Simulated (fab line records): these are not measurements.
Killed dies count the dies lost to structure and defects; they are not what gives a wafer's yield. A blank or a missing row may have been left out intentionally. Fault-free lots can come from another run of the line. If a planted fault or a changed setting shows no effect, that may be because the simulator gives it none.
Which tool is to blame? | flow sky130 | 15 lots with 42 wafers sampled at 3 steps, on a route of 708 steps

== WHAT THE GAUGES SHOWED, per wafer ==
SKY_SD_N_RS_MEAS_18: a four-point-probe measurement.
lot  | measured     | on            | RES_XHIGH_RS (ohm/sq)
L721 | day 27 17:54 | film-metro-04 | 335.2 334.5 335.8
L723 | day 28 15:49 | film-metro-03 | 335.6 334.0 334.1
L724 | day 28 22:16 | film-metro-04 | 334.0 332.4 333.9
L725 | day 29 13:24 | film-metro-02 | 332.3 332.5 332.2
L726 | day 29 18:40 | film-metro-02 | 333.8 333.4
L727 | day 29 20:17 | film-metro-03 | 331.6 333.0 332.7
L729 | day 30 14:09 | film-metro-02 | 334.4 334.5
L731 | day 31 06:59 | film-metro-04 | 331.9 331.2
L734 | day 32 14:43 | film-metro-04 | 332.5 333.6 333.6
L735 | day 32 19:06 | film-metro-02 | 333.5 333.5 333.5
L739 | day 33 22:48 | film-metro-04 | 332.3 332.1 332.7
L740 | day 34 01:22 | film-metro-02 | 333.3 334.6 332.9
L742 | day 34 15:34 | film-metro-03 | 336.1 334.2 333.7
L743 | day 35 01:30 | film-metro-03 | 332.3 331.7 332.0
L744 | day 35 09:59 | film-metro-04 | 335.6 335.0 335.5

SKY_LI_CONTACT_CD_MEAS_12: target cd 170 nm.
lot  | measured     | on        | cd-nm (nm)
L721 | day 28 22:35 | cd-sem-02 | 171.7 170.4 172.0
L723 | day 29 20:34 | cd-sem-02 | 171.4 169.5 170.8
L724 | day 30 03:16 | cd-sem-01 | 172.0 174.9 171.6
L725 | day 30 17:40 | cd-sem-01 | 172.1 173.1 172.3
L726 | day 30 22:43 | cd-sem-01 | 148.7 148.9
L727 | day 31 00:49 | cd-sem-01 | 170.3 174.1 170.5
L729 | day 31 18:04 | cd-sem-02 | 151.6 169.8
L731 | day 32 10:32 | cd-sem-01 | 168.1 148.7
L734 | day 33 17:28 | cd-sem-02 | 171.3 169.9 171.3
L735 | day 33 22:37 | cd-sem-01 | 169.3 171.0 170.2
L739 | day 35 01:07 | cd-sem-01 | 170.6 171.3 171.1
L740 | day 35 03:52 | cd-sem-02 | 168.4 169.7 169.2
L742 | day 35 18:26 | cd-sem-02 | 172.4 172.8 172.5
L743 | day 36 04:27 | cd-sem-02 | 172.9 171.9 171.6
L744 | day 36 13:29 | cd-sem-01 | 172.6 171.7 171.9

== TOOL THAT RAN EACH LOT (tool first, then ch and the chambers of the sampled wafers, then the start) ==
lot  | SKY_LI_CONTACT_EXPOSE_09
L721 | krf-scanner-01 ch 0, day 28 08:47
L723 | krf-scanner-01 ch 0, day 29 07:16
L724 | krf-scanner-02 ch 0, day 29 13:20
L725 | krf-scanner-02 ch 0, day 30 04:04
L726 | krf-scanner-02 ch 0, day 30 09:19
L727 | krf-scanner-01 ch 0, day 30 11:29
L729 | krf-scanner-02 ch 0, day 31 04:24
L731 | krf-scanner-02 ch 0, day 31 21:28
L734 | krf-scanner-01 ch 0, day 33 04:47
L735 | krf-scanner-01 ch 0, day 33 09:25
L739 | krf-scanner-02 ch 0, day 34 11:52
L740 | krf-scanner-02 ch 0, day 34 14:10
L742 | krf-scanner-02 ch 0, day 35 06:01
L743 | krf-scanner-01 ch 0, day 35 15:26
L744 | krf-scanner-01 ch 0, day 35 23:26
- SKY_LI_CONTACT_EXPOSE_09: exposes mask LICM1, target cd 170 nm.

== AS READ BY THE TOOLS THEMSELVES (means over the sampled wafers that have a number; for cases with no such wafer, the mark the record gives instead) ==
The record holds no such reading with a usual standard deviation.

== THE ANSWER, worked out from the rows above alone ==
Rule: usual is defined by the lots themselves. The widest of any qualifying gaps counts: lots, ordered by their means at a reading, are off when they make up no more than a third of the lots, leave a main group of 4 or more, and stand apart from it by 3 or more times the standard deviation of that group's means. If all means in a main group match to the digits the tables above print for the reading, that group is not used. Also off: a lot with no number at a reading for which 4 or more lots have one. Where the step has rows for the other lots, those lots are counted as sound. After the gauges, taken in route order, come the tools' own readings; for these a lot's mean is taken, as printed above. The first step at which some lot is off is used, and at that step the reading that is off furthest; a lot without a number counts as furthest.
Off: L726, L729, L731 (SKY_LI_CONTACT_CD_MEAS_12, cd-nm). The main group has a mean of 171.4 nm with a standard deviation of 1.1.
A tool fits if, at a process step before that reading, it ran every lot that is off, and no sound lot after the first of them. Gauges at SKY_LI_CONTACT_CD_MEAS_12: tried the same way as those tools. No candidate that was tried fits.

== WHAT THE SIMULATOR PUT IN ==
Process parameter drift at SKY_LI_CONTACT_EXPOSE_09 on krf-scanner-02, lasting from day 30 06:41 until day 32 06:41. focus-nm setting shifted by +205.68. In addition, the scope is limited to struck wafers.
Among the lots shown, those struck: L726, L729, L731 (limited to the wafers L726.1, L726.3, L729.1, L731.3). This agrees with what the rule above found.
